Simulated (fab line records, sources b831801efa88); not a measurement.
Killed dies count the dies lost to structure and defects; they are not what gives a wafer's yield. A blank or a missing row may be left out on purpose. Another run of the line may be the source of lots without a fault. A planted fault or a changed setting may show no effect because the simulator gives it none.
Matching of chambers	flow gf180mcu	GF_STI_ETCH_14 on rie_si-02: 4 sister chambers
The step etches Si in HBr/Cl2/O2, target depth 360 nm, time 102.9 s. 16 wafers are shown with their chamber, then 8 later ones without.

WAFERS, EACH WITH ITS CHAMBER
wafer	chamber	drypump_motor_current_A (A)	oes_product_au (a.u.)	throttle_valve_pct (%)
L872.2	0	5.2	0.993	25.657
L872.3	2	5.6	1.009	25.633
L872.6	0	5.2	1.002	25.651
L874.1	1	5.2	0.986	25.674
L874.4	0	5.2	1.003	25.654
L874.6	0	5.2	1.002	25.663
L875.3	1	5.3	0.984	25.668
L875.4	2	5.6	0.997	25.657
L875.6	1	5.3	1.000	25.669
L877.3	3	6.0	1.011	25.640
L877.4	0	5.2	1.000	25.659
L877.6	1	5.3	0.990	25.657
L889.2	3	5.9	1.011	25.646
L889.4	0	5.2	1.004	25.665
L889.6	0	5.2	1.009	25.678
L890.3	0	5.2	1.002	25.654

SIGNATURES (means of the wafers above)
reading	chamber 0	chamber 1	chamber 2	chamber 3	scatter within a chamber
drypump_motor_current_A	5.200	5.275	5.600	5.950	0.0323
oes_product_au	1.00188	0.99000	1.00300	1.01100	0.0055
throttle_valve_pct	25.66013	25.66700	25.64500	25.64300	0.00904
Rule: for a wafer and a chamber, the distance is found by dividing, reading by reading, the gap between the wafer's reading and the chamber's mean by the reading's scatter, squaring, summing and taking the root. The wafer belongs to the nearest chamber; if the next one is less than 2 further off, it can't be placed. How the scatter is found: for the shown wafers, subtract from each reading the mean of its chamber, square and add these, divide the total by (wafers less chambers), then take the root.

WAFERS WITHOUT THEIR CHAMBER
wafer	drypump_motor_current_A (A)	oes_product_au (a.u.)	throttle_valve_pct (%)
L890.4	5.2	0.981	25.669
L890.6	5.3	1.000	25.649
L893.4	5.2	0.998	25.665
L893.5	5.2	0.993	25.655
L893.6	5.3	0.978	25.662
L894.1	5.2	1.011	25.654
L894.3	5.3	0.991	25.658
L894.5	5.6	1.008	25.645

EACH ONE'S CHAMBER
wafer	from the rows above	in truth
L890.4	can't be placed: 1 or 0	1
L890.6	can't be placed: 1 or 0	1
L893.4	can't be placed: 0 or 1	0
L893.5	can't be placed: 0 or 1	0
L893.6	1	1
L894.1	0	0
L894.3	1	1
L894.5	2	2
Correct placement for 4 of the 8. Not placeable from these rows: 4 (in 4, the candidates include the true chamber). Wrongly placed: 0.
